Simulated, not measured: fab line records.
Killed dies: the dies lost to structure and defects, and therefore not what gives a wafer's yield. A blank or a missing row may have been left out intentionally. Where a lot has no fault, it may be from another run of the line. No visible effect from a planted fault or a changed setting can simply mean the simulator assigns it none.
Chamber matching / flow sky130 / SKY_CAP2M_CVD_00 on pecvd-01 has 3 sister chambers
The step deposits SiO2, target thk 15.5 nm. 14 wafers are shown with their chamber, then 7 later ones without.

WAFERS, EACH WITH ITS CHAMBER
wafer=L106.1; chamber=0; heater-power-w (W)=798
wafer=L106.4; chamber=1; heater-power-w (W)=686
wafer=L106.5; chamber=2; heater-power-w (W)=676
wafer=L105.3; chamber=2; heater-power-w (W)=804
wafer=L105.4; chamber=0; heater-power-w (W)=743
wafer=L105.6; chamber=1; heater-power-w (W)=612
wafer=L110.1; chamber=0; heater-power-w (W)=888
wafer=L110.3; chamber=1; heater-power-w (W)=686
wafer=L110.5; chamber=1; heater-power-w (W)=696
wafer=L111.2; chamber=0; heater-power-w (W)=802
wafer=L111.5; chamber=2; heater-power-w (W)=705
wafer=L111.6; chamber=1; heater-power-w (W)=671
wafer=L112.1; chamber=2; heater-power-w (W)=754
wafer=L112.2; chamber=0; heater-power-w (W)=886

SIGNATURES (averages over the wafers above)
reading=heater-power-w; chamber 0=823.40; chamber 1=670.20; chamber 2=734.75; scatter within a chamber=52
Rule: for a wafer and a chamber, the distance is found by dividing, reading by reading, the gap between the wafer's reading and the chamber's mean by the reading's scatter, squaring, summing and taking the root. If the next closest chamber is less than 2 further off than the closest, the wafer can't be placed; otherwise it belongs to the closest. The scatter: the root of (the sum of the squares of (reading less its chamber's mean) over the shown wafers, divided by (wafers less chambers)).

WAFERS WHOSE CHAMBER IS MISSING
wafer=L112.5; heater-power-w (W)=641
wafer=L115.1; heater-power-w (W)=747
wafer=L115.2; heater-power-w (W)=742
wafer=L115.6; heater-power-w (W)=773
wafer=L114.1; heater-power-w (W)=866
wafer=L114.3; heater-power-w (W)=876
wafer=L114.5; heater-power-w (W)=790

THE CHAMBER EACH PASSED THROUGH
wafer=L112.5; from the rows above=can't be placed: 1 or 2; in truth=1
wafer=L115.1; from the rows above=can't be placed: 2 or 0 or 1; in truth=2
wafer=L115.2; from the rows above=can't be placed: 2 or 1 or 0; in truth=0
wafer=L115.6; from the rows above=can't be placed: 2 or 0 or 1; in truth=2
wafer=L114.1; from the rows above=can't be placed: 0 or 2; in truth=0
wafer=L114.3; from the rows above=can't be placed: 0 or 2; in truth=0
wafer=L114.5; from the rows above=can't be placed: 0 or 2 or 1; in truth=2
0 of 7 placed correctly. Not placeable from these rows: 7 (in 7, the candidates include the true chamber). Wrongly placed: 0.
